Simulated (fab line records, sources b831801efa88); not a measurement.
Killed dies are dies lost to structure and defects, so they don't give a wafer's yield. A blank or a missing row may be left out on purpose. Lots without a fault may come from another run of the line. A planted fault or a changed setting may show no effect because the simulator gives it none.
fab line records | flow sky130
record lots=14 wafers=42 last_day=50
route steps=708 shown GATE_OXIDE@197 RES_PROTECT@206 POLY_GATE@228 PAD_OPEN@708
lots that met no fault: from a run of the same line without faults
start_h: hours from the record's first day to the start of the lot's first wafer shown | wait_h: hours since the lot's step before | " the same as in the row above | L1.1+2: a row that stands for several wafers | - no value, or no start given | * or withheld: withheld | < > ~ a bound
route shown NAME@n: a module of which the file shows steps, and the number in the route of the first | usual: mean/standard deviation of fault-free wafers | same: alike in all rows | chamber/n: place in a boat | sites: the reading at each site | _std_site: their standard deviation | _edge_site: outer sites' mean less inner sites' | radius_mm: how far each site lies from the wafer's centre | mask NAME#n: copy n | behind: the tool/chamber that last shaped the wafer | hold: why the lot was held/for how many hours/how that ended | device: the transistor (n, p or np) that didn't switch | end of line: the same wafers' tests at the end of the route | a step without rows: its recipe alone | killed: dies lost to structure and defects at the first sort, not the wafer's yield | map: a wafer's dies, x killed, . not, _ none there
set.NAME: the setting as run; set.NAME@STEP: as run at that earlier step | model.NAME: the simulator's own value behind a step, which no gauge read
steps of the route over a sample of lots; a table a step, a row a wafer
services: from which hour (start_h, from the record's first day; less than 0 if before it) a tool's chamber was out of use, for how many hours, and why
## steps
# step SKY_GATE_OXIDE_OVL_MEAS_10
# usual GATE_OXIDE_OVL=-0.2/1.4
# columns lot.wafer tool chamber start_h wait_h GATE_OXIDE_OVL[nm]
L871.1 overlay-02 - 313.39 0.1 2.0
L871.5 " - " " -0.3
L871.6 " - " " -0.2
L872.4 overlay-02 - 317.67 0.1 -1.3
L872.5 " - " " -1.8
L872.6 " - " " -3.4
L873.4 overlay-01 - 324.60 0.1 0.7
L873.5 " - " " -1.3
L873.6 " - " " -0.7
L874.3 overlay-01 - 336.84 0.1 -0.8
L874.5 " - " " 0.4
L874.6 " - " " -2.2
L875.1 overlay-02 - 349.04 0.1 0.4
L875.2 " - " " -0.3
L875.5 " - " " 2.2
L878.2 overlay-01 - 378.41 0.1 -0.1
L878.3 " - " " 0.0
L878.6 " - " " -1.2
L879.2 overlay-01 - 382.94 0.1 1.9
L879.4 " - " " 1.0
L879.6 " - " " 1.0
L882.2 overlay-02 - 412.09 0.1 -1.8
L882.3 " - " " 0.1
L882.5 " - " " -1.4
L883.4 overlay-02 - 417.50 0.1 1.7
L883.5 " - " " 0.9
L883.6 " - " " 1.6
L886.1 overlay-02 - 444.63 0.1 2.5
L886.2 " - " " 2.0
L886.5 " - " " 1.9
L890.1 overlay-01 - 481.79 0.1 -2.2
L890.3 " - " " 1.1
L890.5 " - " " -0.1
L891.1 overlay-02 - 494.11 0.1 0.5
L891.3 " - " " -1.7
L891.6 " - " " -0.5
L892.2 overlay-01 - 494.39 0.1 -1.2
L892.4 " - " " -2.9
L892.6 " - " " -3.0
L893.1 overlay-02 - 494.41 0.1 -1.5
L893.3 " - " " -0.2
L893.6 " - " " -1.5
# step SKY_RES_PROTECT_DEHYDRATE_00
# recipe temp_c=200 time_s=60
# usual heater_power_total_W=160.39/0.12 plate_temp_C=200.00/0.16
# columns lot.wafer tool chamber start_h wait_h heater_power_total_W plate_temp_C
L871.1 litho_track-02 0 329.42 11.8 160.33 199.94
L871.5 " 0 " " 160.29 200.05
L871.6 " 0 " " 160.22 199.74
L872.4 litho_track-04 0 335.96 13.2 160.40 199.81
L872.5 " 0 " " 160.41 199.81
L872.6 " 0 " " 160.40 199.91
L873.4 litho_track-04 0 342.21 13.6 160.55 200.10
L873.5 " 0 " " 160.58 200.16
L873.6 " 0 " " 160.44 200.04
L874.3 litho_track-01 0 353.06 13.0 160.20 199.53
L874.5 " 0 " " 160.32 199.80
L874.6 " 0 " " 160.48 199.92
L875.1 litho_track-02 0 365.22 12.8 160.24 199.97
L875.2 " 0 " " 160.41 199.96
L875.5 " 0 " " 160.16 200.03
L878.2 litho_track-02 0 395.80 13.2 160.33 199.87
L878.3 " 0 " " 160.52 199.72
L878.6 " 0 " " 160.31 199.91
L879.2 litho_track-04 0 400.46 13.4 160.53 200.03
L879.4 " 0 " " 160.29 200.03
L879.6 " 0 " " 160.59 200.01
L882.2 litho_track-02 0 432.10 14.9 158.83 198.68
L882.3 " 0 " " 158.84 198.57
L882.5 " 0 " " 159.16 198.52
L883.4 litho_track-02 0 435.40 14.6 158.96 198.68
L883.5 " 0 " " 158.92 198.72
L883.6 " 0 " " 159.05 198.85
L886.1 litho_track-04 0 465.19 14.4 160.52 199.99
L886.2 " 0 " " 160.45 200.00
L886.5 " 0 " " 160.39 199.90
L890.1 litho_track-04 0 500.69 13.7 160.52 200.34
L890.3 " 0 " " 160.34 200.11
L890.5 " 0 " " 160.19 199.90
L891.1 litho_track-02 0 511.37 14.0 160.52 200.04
L891.3 " 0 " " 160.24 200.22
L891.6 " 0 " " 160.35 200.02
L892.2 litho_track-04 0 512.61 14.1 160.58 200.15
L892.4 " 0 " " 160.24 200.05
L892.6 " 0 " " 160.39 200.16
L893.1 litho_track-02 0 514.17 14.4 160.41 200.00
L893.3 " 0 " " 160.48 200.05
L893.6 " 0 " " 160.20 200.28
# step SKY_POLY_GATE_OVL_MEAS_14
# usual POLY_GATE_OVL=1/5.6
# columns lot.wafer tool chamber start_h wait_h POLY_GATE_OVL[nm]
L871.1 overlay-02 - 373.21 0.1 14
L871.5 " - " " 15
L871.6 " - " " 6
L872.4 overlay-01 - 379.12 0.1 8
L872.5 " - " " 12
L872.6 " - " " 2
L873.4 overlay-01 - 385.80 0.1 -7
L873.5 " - " " -8
L873.6 " - " " -5
L874.3 overlay-01 - 399.21 0.1 -2
L874.5 " - " " -7
L874.6 " - " " 1
L875.1 overlay-01 - 411.34 0.1 1
L875.2 " - " " 10
L875.5 " - " " 6
L878.2 overlay-02 - 444.81 0.1 -5
L878.3 " - " " -4
L878.6 " - " " -3
L879.2 overlay-01 - 449.50 0.1 6
L879.4 " - " " 2
L879.6 " - " " -3
L882.2 overlay-02 - 479.50 0.1 0
L882.3 " - " " 4
L882.5 " - " " -5
L883.4 overlay-02 - 482.92 0.1 -6
L883.5 " - " " 2
L883.6 " - " " -1
L886.1 overlay-02 - 511.05 0.1 -6
L886.2 " - " " 2
L886.5 " - " " -1
L890.1 overlay-01 - 549.00 0.1 -4
L890.3 " - " " 3
L890.5 " - " " 0
L891.1 overlay-01 - 559.49 0.1 7
L891.3 " - " " 7
L891.6 " - " " 5
L892.2 overlay-02 - 560.46 0.1 -4
L892.4 " - " " 0
L892.6 " - " " -3
L893.1 overlay-01 - 562.86 0.1 -3
L893.3 " - " " -3
L893.6 " - " " 7
# step SKY_POLY_GATE_THK_MEAS_21
# recipe reads=SiO2_of_POLY_GATE_OXIDATION_20
# usual POLY_GATE_OXIDATION_THK=4.04/0.069
# columns lot.wafer tool chamber start_h wait_h POLY_GATE_OXIDATION_THK[nm]
L871.1 film_metro-02 - 375.07 0.0 3.88
L871.5 " - " " 3.97
L871.6 " - " " 3.98
L872.4 film_metro-04 - 382.68 0.0 3.97
L872.5 " - " " 4.05
L872.6 " - " " 4.00
L873.4 film_metro-04 - 390.03 0.0 4.21
L873.5 " - " " 4.05
L873.6 " - " " 4.10
L874.3 film_metro-04 - 402.72 0.0 4.00
L874.5 " - " " 4.18
L874.6 " - " " 4.15
L875.1 film_metro-01 - 415.59 0.0 4.03
L875.2 " - " " 4.04
L875.5 " - " " 4.03
L878.2 film_metro-02 - 448.11 0.0 3.96
L878.3 " - " " 3.90
L878.6 " - " " 3.93
L879.2 film_metro-02 - 456.31 0.0 4.09
L879.4 " - " " 4.10
L879.6 " - " " 4.00
L882.2 film_metro-04 - 484.22 0.0 4.09
L882.3 " - " " 4.10
L882.5 " - " " 4.14
L883.4 film_metro-01 - 486.02 0.0 4.07
L883.5 " - " " 4.04
L883.6 " - " " 4.02
L886.1 film_metro-01 - 512.72 0.0 4.07
L886.2 " - " " 4.09
L886.5 " - " " 4.14
L890.1 film_metro-04 - 551.54 0.0 4.08
L890.3 " - " " 4.08
L890.5 " - " " 4.01
L891.1 film_metro-04 - 561.16 0.0 4.13
L891.3 " - " " 4.17
L891.6 " - " " 4.12
L892.2 film_metro-01 - 562.13 0.0 4.07
L892.4 " - " " 4.07
L892.6 " - " " 4.12
L893.1 film_metro-04 - 565.43 0.0 3.92
L893.3 " - " " 4.01
L893.6 " - " " 3.93
# step SKY_PAD_OPEN_PROBE_99
# usual killed_at_M0_to_M3=45/6.9 killed_at_M4_up=3.0/1.7 killed_at_contacts=25/5.6 killed_at_front_end=15/4.2 killed_at_other=0.3/0.55 killed_dies=89/9.6 killed_open=49/7.2 killed_short=39/6.5
# same gross_dies=492 killed_at_back_side=0
# columns lot.wafer tool chamber start_h wait_h killed_at_M0_to_M3 killed_at_M4_up killed_at_contacts killed_at_front_end killed_at_other killed_dies killed_open killed_short
L873.4 prober-01 - 1088.09 0.2 44 2 24 16 0 86 51 35
L873.5 prober-01 - 1088.14 0.2 51 4 21 10 0 86 53 33
L873.6 prober-01 - 1088.19 0.2 59 2 20 19 0 100 51 49
L879.2 prober-02 - 1131.70 0.1 35 3 20 9 0 67 33 34
L879.4 prober-02 - 1131.80 0.2 40 1 22 12 0 75 44 31
L879.6 prober-02 - 1131.90 0.2 39 5 23 14 0 81 41 40
L882.2 prober-01 - 1148.43 0.1 44 2 28 18 0 92 59 33
L882.3 prober-01 - 1148.48 0.2 45 3 25 15 0 88 51 37
L882.5 prober-01 - 1148.58 0.2 42 4 32 16 0 94 54 40
L883.4 prober-02 - 1150.36 0.2 42 2 22 13 1 80 45 34
L883.5 prober-02 - 1150.41 0.2 39 2 19 15 0 75 39 35
L883.6 prober-02 - 1150.46 0.2 50 2 24 26 1 103 51 51
L890.1 prober-01 - 1190.27 0.1 54 1 19 8 0 82 36 46
L890.3 prober-01 - 1190.37 0.2 49 3 26 18 0 96 49 47
L890.5 prober-01 - 1190.47 0.2 42 3 35 14 0 94 54 40
L892.2 prober-01 - 1193.73 0.1 45 3 30 18 0 96 50 46
L892.4 prober-01 - 1193.83 0.2 50 4 18 12 0 84 61 23
L892.6 prober-01 - 1193.93 0.2 33 2 28 17 0 80 43 37
# killed by level:class
L873.4 CONTACT:geometric_particle:open=11 FIELD_ISO:geometric_particle:short=8 VIA1:geometric_particle:open=8 LI_CONTACT:geometric_particle:open=7 VIA2:geometric_particle:open=7 METAL1:geometric_particle:short=7 VIA3:geometric_particle:open=6 METAL2:geometric_particle:short=4
L873.5 VIA1:geometric_particle:open=14 VIA2:geometric_particle:open=9 LI_CONTACT:geometric_particle:open=8 FIELD_ISO:geometric_particle:open=7 CONTACT:geometric_particle:open=7 VIA2:geometric_particle:short=6 VIA1:geometric_particle:short=5 VIA3:geometric_particle:open=5
L873.6 VIA1:geometric_particle:open=15 VIA1:geometric_particle:short=12 CONTACT:geometric_particle:open=9 FIELD_ISO:geometric_particle:short=7 VIA2:geometric_particle:open=6 LI_CONTACT:geometric_particle:open=5 VIA3:geometric_particle:short=5 VIA2:geometric_particle:short=4
L879.2 VIA1:geometric_particle:open=8 METAL2:geometric_particle:short=7 VIA3:geometric_particle:open=7 LI_CONTACT:geometric_particle:open=5 CONTACT:geometric_particle:open=5 CONTACT:geometric_particle:short=5 METAL3:geometric_particle:short=4 LI_CONTACT:geometric_particle:short=3
L879.4 VIA1:geometric_particle:open=12 CONTACT:geometric_particle:open=8 VIA1:geometric_particle:short=7 LI_CONTACT:geometric_particle:open=7 LOCAL_INTERCONNECT:geometric_particle:short=5 FIELD_ISO:geometric_particle:short=4 METAL2:geometric_particle:short=4 FIELD_ISO:geometric_particle:open=3
L879.6 VIA1:geometric_particle:open=10 LI_CONTACT:geometric_particle:open=8 VIA3:geometric_particle:open=7 POLY_GATE:geometric_particle:short=6 METAL2:geometric_particle:short=6 LI_CONTACT:geometric_particle:short=5 LOCAL_INTERCONNECT:geometric_particle:short=4 CONTACT:geometric_particle:open=4
L882.2 CONTACT:geometric_particle:open=14 VIA1:geometric_particle:open=13 VIA3:geometric_particle:open=9 LI_CONTACT:geometric_particle:open=7 POLY_GATE:geometric_particle:short=6 FIELD_ISO:geometric_particle:open=5 POLY_GATE:geometric_particle:open=5 METAL2:geometric_particle:short=4
L882.3 VIA1:geometric_particle:open=12 VIA3:geometric_particle:open=9 LI_CONTACT:geometric_particle:open=8 CONTACT:geometric_particle:open=8 METAL2:geometric_particle:short=6 LI_CONTACT:geometric_particle:short=5 METAL1:geometric_particle:short=5 POLY_GATE:geometric_particle:open=4
L882.5 CONTACT:geometric_particle:open=14 VIA1:geometric_particle:open=10 METAL2:geometric_particle:short=8 CONTACT:geometric_particle:short=7 POLY_GATE:geometric_particle:open=6 VIA2:geometric_particle:open=6 LI_CONTACT:geometric_particle:open=5 VIA3:geometric_particle:open=5
L883.4 VIA1:geometric_particle:open=10 LI_CONTACT:geometric_particle:open=8 VIA3:geometric_particle:open=7 LOCAL_INTERCONNECT:geometric_particle:short=6 CONTACT:geometric_particle:open=6 METAL1:geometric_particle:short=5 METAL2:geometric_particle:short=5 VIA1:geometric_particle:short=4
L883.5 VIA1:geometric_particle:open=8 CONTACT:geometric_particle:open=7 METAL2:geometric_particle:short=7 METAL1:geometric_particle:short=6 LI_CONTACT:geometric_particle:open=5 FIELD_ISO:geometric_particle:open=4 POLY_GATE:geometric_particle:open=3 SPACER:geometric_particle:open=3
L883.6 CONTACT:geometric_particle:open=12 VIA1:geometric_particle:open=10 POLY_GATE:geometric_particle:short=9 METAL1:geometric_particle:short=8 VIA3:geometric_particle:open=7 FIELD_ISO:geometric_particle:short=6 LI_CONTACT:geometric_particle:open=6 VIA2:geometric_particle:open=6
L890.1 METAL2:geometric_particle:short=11 VIA1:geometric_particle:open=8 CONTACT:geometric_particle:open=8 METAL3:geometric_particle:short=7 VIA1:geometric_particle:short=6 VIA3:geometric_particle:open=6 CONTACT:geometric_particle:short=5 METAL1:geometric_particle:short=4
L890.3 VIA1:geometric_particle:open=11 CONTACT:geometric_particle:open=10 METAL2:geometric_particle:short=9 VIA3:geometric_particle:open=7 POLY_GATE:geometric_particle:short=6 LI_CONTACT:geometric_particle:open=6 METAL1:geometric_particle:short=6 METAL2:geometric_particle:open=5
L890.5 CONTACT:geometric_particle:open=15 VIA3:geometric_particle:open=9 VIA2:geometric_particle:open=7 LI_CONTACT:geometric_particle:open=6 METAL2:geometric_particle:short=6 LOCAL_INTERCONNECT:geometric_particle:short=5 CONTACT:geometric_particle:short=5 POLY_GATE:geometric_particle:open=4
L892.2 LI_CONTACT:geometric_particle:open=11 CONTACT:geometric_particle:open=11 VIA1:geometric_particle:open=9 VIA1:geometric_particle:short=7 METAL2:geometric_particle:short=6 POLY_GATE:geometric_particle:short=5 VIA2:geometric_particle:open=5 FIELD_ISO:geometric_particle:short=4
L892.4 VIA3:geometric_particle:open=13 VIA1:geometric_particle:open=12 VIA2:geometric_particle:open=12 FIELD_ISO:geometric_particle:open=5 LI_CONTACT:geometric_particle:open=5 CONTACT:geometric_particle:open=5 VIA1:geometric_particle:short=4 METAL3:geometric_particle:short=4
L892.6 CONTACT:geometric_particle:open=9 FIELD_ISO:geometric_particle:open=7 LOCAL_INTERCONNECT:geometric_particle:short=7 VIA1:geometric_particle:open=7 VIA3:geometric_particle:open=6 FIELD_ISO:geometric_particle:short=5 LI_CONTACT:geometric_particle:short=5 VIA3:geometric_particle:short=4
## services
# columns tool chamber start_h hours kind
litho_track-01 - 356.64 - consumable_replace:filter
## key
first_sign step=SKY_RES_PROTECT_DEHYDRATE_00 reading=heater_power_total_W direction=down sigmas=12 usual=* struck=*
effect step=SKY_RES_PROTECT_DEHYDRATE_00 reading=plate_temp_C direction=down sigmas=8.4 usual=* struck=*
met_at SKY_RES_PROTECT_DEHYDRATE_00
struck_lots L882,L883
tester_left_out L882,L883
not_acting_at SKY_GATE_OXIDE_OVL_MEAS_10,SKY_POLY_GATE_OVL_MEAS_14,SKY_POLY_GATE_THK_MEAS_21
onset_between 395.80 432.10
fault kind=process_parameter_drift tool=litho_track-02 chamber=- onset_h=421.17 steps=SKY_RES_PROTECT_DEHYDRATE_00 channel=temp_c offset=* shape=step end_h=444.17 acts_in=* stated=*
# tester_left_out: of these lots the tester's yield and bins aren't shown, on N5 and GAA mostly nor the transistor test; their killed dies are dies lost to structure and defects alone, not to doping, threshold or leakage, so they don't give the yield
